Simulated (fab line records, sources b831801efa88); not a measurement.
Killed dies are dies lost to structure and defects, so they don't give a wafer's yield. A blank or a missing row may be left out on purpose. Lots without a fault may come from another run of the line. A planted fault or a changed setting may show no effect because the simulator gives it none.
Which tool did it? | flow sky130 | 15 lots, 45 wafers sampled, at 6 steps of a route of 708

WHAT THE GAUGES READ, wafer by wafer
SKY_VT_ADJUST_NCORE_TW_MEAS_11. Usual: VT_ADJUST_NCORE_TW 219.4, standard deviation 2.4.
lot  | measured     | on            | VT_ADJUST_NCORE_TW | flag
L988 | day 8 12:14  | film_metro-01 | 223.8 222.4 223.0  |
L989 | day 8 18:35  | film_metro-04 | 219.6 217.1 219.1  |
L990 | day 9 00:26  | film_metro-04 | 218.1 218.9 219.0  |
L991 | day 9 08:47  | film_metro-04 | 218.7 218.2 217.9  |
L992 | day 10 05:24 | film_metro-04 | 216.6 216.8 216.6  |
L995 | day 10 15:46 | film_metro-01 | 223.3 223.0 224.2  |
L996 | day 10 22:39 | film_metro-01 | 222.7 223.6 223.6  |
L100 | day 11 23:54 | film_metro-04 | 217.1 217.6 217.8  |
L104 | day 13 01:08 | film_metro-04 | 29.9 29.9 30.0     | OFF
L105 | day 13 11:10 | film_metro-01 | 30.5 30.5 30.6     | OFF
L106 | day 13 15:20 | film_metro-04 | 29.8 30.0 29.7     | OFF
L108 | day 14 09:56 | film_metro-03 | 217.7 217.0 216.8  |
L109 | day 15 05:01 | film_metro-01 | 223.2 223.4 223.7  |
L110 | day 15 06:43 | film_metro-03 | 217.7 219.7 219.7  |
L111 | day 15 07:07 | film_metro-03 | 218.4 218.8 219.3  |

SKY_METAL2_OVL_MEAS_16. Usual: METAL2_OVL -1 nm, standard deviation 5.4.
lot  | measured     | on         | METAL2_OVL (nm) | flag
L988 | day 34 16:55 | overlay-02 | 12 6 -1         |
L989 | day 35 02:19 | overlay-02 | 0 -1 -1         |
L990 | day 35 10:55 | overlay-02 | 5 -3 4          |
L991 | day 35 18:46 | overlay-01 | 0 1 1           |
L992 | day 36 17:28 | overlay-02 | 0 0 -4          |
L995 | day 37 08:01 | overlay-01 | 1 4 -4          |
L996 | day 37 12:40 | overlay-01 | 3 2 5           |
L100 | day 38 20:52 | overlay-01 | 0 -17 -6        |
L104 | day 39 18:59 | overlay-01 | -15 4 -4        |
L105 | day 40 05:40 | overlay-01 | 9 7 -1          |
L106 | day 40 06:40 | overlay-02 | -11 -3 0        |
L108 | day 40 22:10 | overlay-02 | -3 -6 -9        |
L109 | day 41 19:58 | overlay-02 | -2 -1 2         |
L110 | day 42 01:27 | overlay-01 | -1 -7 -6        |
L111 | day 42 00:52 | overlay-02 | 0 10 -3         |

WHICH TOOL RAN EACH LOT (tool, then ch and the chambers of the sampled wafers, then the start)
lot  | SKY_VT_ADJUST_LVTN_STRIP_20          | SKY_VT_ADJUST_NCORE_STRIP_10         | SKY_LOCAL_INTERCONNECT_METAL_ETCH_14 | SKY_METAL1_SPUTTER_01
L988 | plasma_asher-02 ch 0,1, day 7 15:08  | plasma_asher-01 ch 0,1, day 8 12:08  | rie_metal-01 ch 0,1, day 29 23:17    | pvd_sputter-02, day 31 04:40
L989 | plasma_asher-01 ch 0,1, day 7 22:03  | plasma_asher-04 ch 0,1, day 8 18:28  | rie_metal-04 ch 0,1, day 30 06:02    | pvd_sputter-02, day 31 10:59
L990 | plasma_asher-01 ch 0,1, day 8 03:35  | plasma_asher-04 ch 0,1, day 9 00:20  | rie_metal-04 ch 1, day 30 17:01      | pvd_sputter-04, day 31 23:05
L991 | plasma_asher-02 ch 0,1, day 8 11:56  | plasma_asher-04 ch 0,1, day 9 08:41  | rie_metal-04 ch 0,1, day 31 00:49    | pvd_sputter-03, day 32 05:59
L992 | plasma_asher-04 ch 0, day 9 07:35    | plasma_asher-03 ch 1, day 10 05:18   | rie_metal-04 ch 0,1, day 32 03:46    | pvd_sputter-03, day 33 09:42
L995 | plasma_asher-01 ch 0,1, day 9 17:44  | plasma_asher-01 ch 0,1, day 10 15:39 | rie_metal-01 ch 0,1, day 32 17:04    | pvd_sputter-04, day 33 22:52
L996 | plasma_asher-01 ch 0,1, day 9 23:23  | plasma_asher-01 ch 0,1, day 10 22:33 | rie_metal-01 ch 0,1, day 32 23:17    | pvd_sputter-02, day 34 04:34
L100 | plasma_asher-04 ch 0,1, day 11 00:36 | plasma_asher-04 ch 0,1, day 11 23:48 | rie_metal-02 ch 0,1, day 34 08:17    | pvd_sputter-02, day 35 12:52
L104 | plasma_asher-01 ch 0,1, day 12 00:01 | plasma_asher-04 ch 0,1, day 13 01:02 | rie_metal-02 ch 0,1, day 35 07:55    | pvd_sputter-03, day 36 11:47
L105 | plasma_asher-02 ch 0, day 12 09:26   | plasma_asher-01 ch 0, day 13 11:04   | rie_metal-02 ch 0, day 35 18:58      | pvd_sputter-02, day 36 20:50
L106 | plasma_asher-04 ch 0,1, day 12 14:02 | plasma_asher-04 ch 0,1, day 13 15:15 | rie_metal-01 ch 1, day 35 21:41      | pvd_sputter-04, day 37 00:06
L108 | plasma_asher-04 ch 0,1, day 13 07:50 | plasma_asher-01 ch 0,1, day 14 09:50 | rie_metal-02 ch 0,1, day 36 11:25    | pvd_sputter-03, day 37 16:34
L109 | plasma_asher-04 ch 0, day 14 01:44   | plasma_asher-01 ch 0,1, day 15 04:55 | rie_metal-01 ch 0,1, day 37 12:04    | pvd_sputter-04, day 38 15:53
L110 | plasma_asher-02 ch 0,1, day 14 04:02 | plasma_asher-04 ch 0,1, day 15 06:36 | rie_metal-01 ch 0,1, day 37 16:44    | pvd_sputter-02, day 38 21:04
L111 | plasma_asher-02 ch 0,1, day 14 05:08 | plasma_asher-01 ch 0,1, day 15 07:01 | rie_metal-04 ch 1, day 37 16:10      | pvd_sputter-02, day 38 20:09
- SKY_VT_ADJUST_LVTN_STRIP_20: strips in O2/N2.
- SKY_VT_ADJUST_NCORE_STRIP_10: strips in O2/N2.
- SKY_LOCAL_INTERCONNECT_METAL_ETCH_14: etches TiN in Cl2/BCl3, stops on PSG, target depth 110 nm, time 31.4 s.
- SKY_METAL1_SPUTTER_01: material TiN, target thk 20 nm, time 16.7 s.

WHAT THE TOOLS THEMSELVES READ (means of the sampled wafers that have a number; where no wafer has one, the mark that the record gives instead)
SKY_VT_ADJUST_LVTN_STRIP_20. Usual: chamber_pressure_mTorr 1500.1 mTorr, standard deviation 1.4; drypump_motor_current_A 5.6 A, standard deviation 0.57; oes_product_au 0.716 a.u., standard deviation 0.0046; strip_time_to_endpoint_s 14.19 s, standard deviation 0.045.
lot  | tool            | chamber_pressure_mTorr (mTorr) | drypump_motor_current_A (A) | oes_product_au (a.u.) | strip_time_to_endpoint_s (s) | flag
L988 | plasma_asher-02 | 1500.1                         | 6.3                         | 0.715                 | 14.25                        |
L989 | plasma_asher-01 | 1499.1                         | 5.4                         | 0.714                 | 14.22                        |
L990 | plasma_asher-01 | 1499.4                         | 5.2                         | 0.715                 | 14.21                        |
L991 | plasma_asher-02 | 1500.2                         | 6.3                         | 0.714                 | 14.13                        |
L992 | plasma_asher-04 | 1499.7                         | 4.7                         | 0.719                 | 14.25                        |
L995 | plasma_asher-01 | 1501.7                         | 5.4                         | 0.717                 | 14.17                        |
L996 | plasma_asher-01 | 1501.1                         | 5.4                         | 0.715                 | 14.25                        |
L100 | plasma_asher-04 | 1499.5                         | 5.4                         | 0.716                 | 14.11                        |
L104 | plasma_asher-01 | -                              | -                           | -                     | -                            | OFF
L105 | plasma_asher-02 | -                              | -                           | -                     | -                            | OFF
L106 | plasma_asher-04 | -                              | -                           | -                     | -                            | OFF
L108 | plasma_asher-04 | 1498.5                         | 5.4                         | 0.715                 | 14.19                        |
L109 | plasma_asher-04 | 1500.2                         | 4.7                         | 0.719                 | 14.16                        |
L110 | plasma_asher-02 | 1500.3                         | 6.3                         | 0.712                 | 14.19                        |
L111 | plasma_asher-02 | 1499.9                         | 6.3                         | 0.719                 | 14.14                        |

SKY_VT_ADJUST_NCORE_STRIP_10. Usual: chamber_pressure_mTorr 1499.7 mTorr, standard deviation 1.4; drypump_motor_current_A 5.3 A, standard deviation 0.44; oes_product_au 0.715 a.u., standard deviation 0.0045; strip_time_to_endpoint_s 14.19 s, standard deviation 0.04.
lot  | tool            | chamber_pressure_mTorr (mTorr) | drypump_motor_current_A (A) | oes_product_au (a.u.) | strip_time_to_endpoint_s (s) | flag
L988 | plasma_asher-01 | 1500.0                         | 5.5                         | 0.712                 | 14.25                        |
L989 | plasma_asher-04 | 1500.1                         | 5.4                         | 0.715                 | 14.26                        |
L990 | plasma_asher-04 | 1499.4                         | 5.1                         | 0.713                 | 14.25                        |
L991 | plasma_asher-04 | 1499.8                         | 5.4                         | 0.713                 | 14.13                        |
L992 | plasma_asher-03 | 1498.9                         | 5.3                         | 0.715                 | 14.21                        |
L995 | plasma_asher-01 | 1500.0                         | 5.5                         | 0.712                 | 14.23                        |
L996 | plasma_asher-01 | 1499.6                         | 5.5                         | 0.715                 | 14.15                        |
L100 | plasma_asher-04 | 1500.8                         | 5.4                         | 0.715                 | 14.18                        |
L104 | plasma_asher-04 | 1499.2                         | 5.1                         | 0.723                 | 31.28                        | OFF
L105 | plasma_asher-01 | 1498.4                         | 5.7                         | 0.718                 | 31.34                        | OFF
L106 | plasma_asher-04 | 1500.4                         | 5.1                         | 0.723                 | 31.28                        | OFF
L108 | plasma_asher-01 | 1499.9                         | 5.4                         | 0.718                 | 14.20                        |
L109 | plasma_asher-01 | 1498.6                         | 5.2                         | 0.714                 | 14.18                        |
L110 | plasma_asher-04 | 1501.1                         | 5.1                         | 0.715                 | 14.18                        |
L111 | plasma_asher-01 | 1498.1                         | 5.2                         | 0.717                 | 14.17                        |

SKY_LOCAL_INTERCONNECT_METAL_ETCH_14. Usual: drypump_motor_current_A 5.8 A, standard deviation 0.54; oes_product_au 0.943 a.u., standard deviation 0.0088; rf_fwd_power_W 891 W, standard deviation 3.2; throttle_valve_pct 21.899 %, standard deviation 0.011.
lot  | tool         | drypump_motor_current_A (A) | oes_product_au (a.u.) | rf_fwd_power_W (W) | throttle_valve_pct (%) | flag
L988 | rie_metal-01 | 6.4                         | 0.947                 | 892                | 21.891                 |
L989 | rie_metal-04 | 5.7                         | 0.934                 | 889                | 21.911                 |
L990 | rie_metal-04 | 6.1                         | 0.933                 | 887                | 21.903                 |
L991 | rie_metal-04 | 5.4                         | 0.949                 | 890                | 21.901                 |
L992 | rie_metal-04 | 5.3                         | 0.941                 | 893                | 21.884                 |
L995 | rie_metal-01 | 6.4                         | 0.934                 | 892                | 21.910                 |
L996 | rie_metal-01 | 6.4                         | 0.933                 | 890                | 21.907                 |
L100 | rie_metal-02 | 5.3                         | 0.931                 | 893                | 21.918                 |
L104 | rie_metal-02 | 5.5                         | 0.942                 | 892                | 21.905                 |
L105 | rie_metal-02 | 5.6                         | 0.944                 | 893                | 21.901                 |
L106 | rie_metal-01 | 6.5                         | 0.953                 | 891                | 21.896                 |
L108 | rie_metal-02 | 5.3                         | 0.944                 | 894                | 21.903                 |
L109 | rie_metal-01 | 6.4                         | 0.959                 | 888                | 21.890                 |
L110 | rie_metal-01 | 6.4                         | 0.948                 | 892                | 21.901                 |
L111 | rie_metal-04 | 6.1                         | 0.935                 | 892                | 21.901                 |

SKY_METAL1_SPUTTER_01. Usual: throttle_valve_pct 30.0 %, standard deviation 0.94.
lot  | tool           | throttle_valve_pct (%) | flag
L988 | pvd_sputter-02 | 29.6                   |
L989 | pvd_sputter-02 | 30.3                   |
L990 | pvd_sputter-04 | 31.0                   |
L991 | pvd_sputter-03 | 29.5                   |
L992 | pvd_sputter-03 | 29.2                   |
L995 | pvd_sputter-04 | 30.1                   |
L996 | pvd_sputter-02 | 29.5                   |
L100 | pvd_sputter-02 | 30.2                   |
L104 | pvd_sputter-03 | 29.3                   |
L105 | pvd_sputter-02 | 29.9                   |
L106 | pvd_sputter-04 | 30.5                   |
L108 | pvd_sputter-03 | 29.4                   |
L109 | pvd_sputter-04 | 30.9                   |
L110 | pvd_sputter-02 | 29.8                   |
L111 | pvd_sputter-02 | 29.2                   |

THE ANSWER, worked out from the rows above alone
Rule: a lot is off if the mean of its wafers that have a number lies more than 3 standard deviations from the usual mean. A lot without any number at a reading at which 4 lots or more have one is off too. The other lots that the step has rows for count as sound. The gauges are gone through in route order, then the tools' own readings, and for those a lot's mean is taken as printed above. The first step at which some lot is off is used, and at that step the reading that is off furthest; a lot without a number counts as furthest.
Off: L104, L105, L106, at SKY_VT_ADJUST_NCORE_TW_MEAS_11 (VT_ADJUST_NCORE_TW).
A tool fits if, at a process step before that reading, it ran every lot that is off, and no sound lot after the first of them. The gauges at SKY_VT_ADJUST_NCORE_TW_MEAS_11 aren't tried: what is off there is off at SKY_VT_ADJUST_LVTN_STRIP_20 too, on other tools, and a gauge's error can't cause that. None of those tried fits.

WHAT THE SIMULATOR HAD PUT IN
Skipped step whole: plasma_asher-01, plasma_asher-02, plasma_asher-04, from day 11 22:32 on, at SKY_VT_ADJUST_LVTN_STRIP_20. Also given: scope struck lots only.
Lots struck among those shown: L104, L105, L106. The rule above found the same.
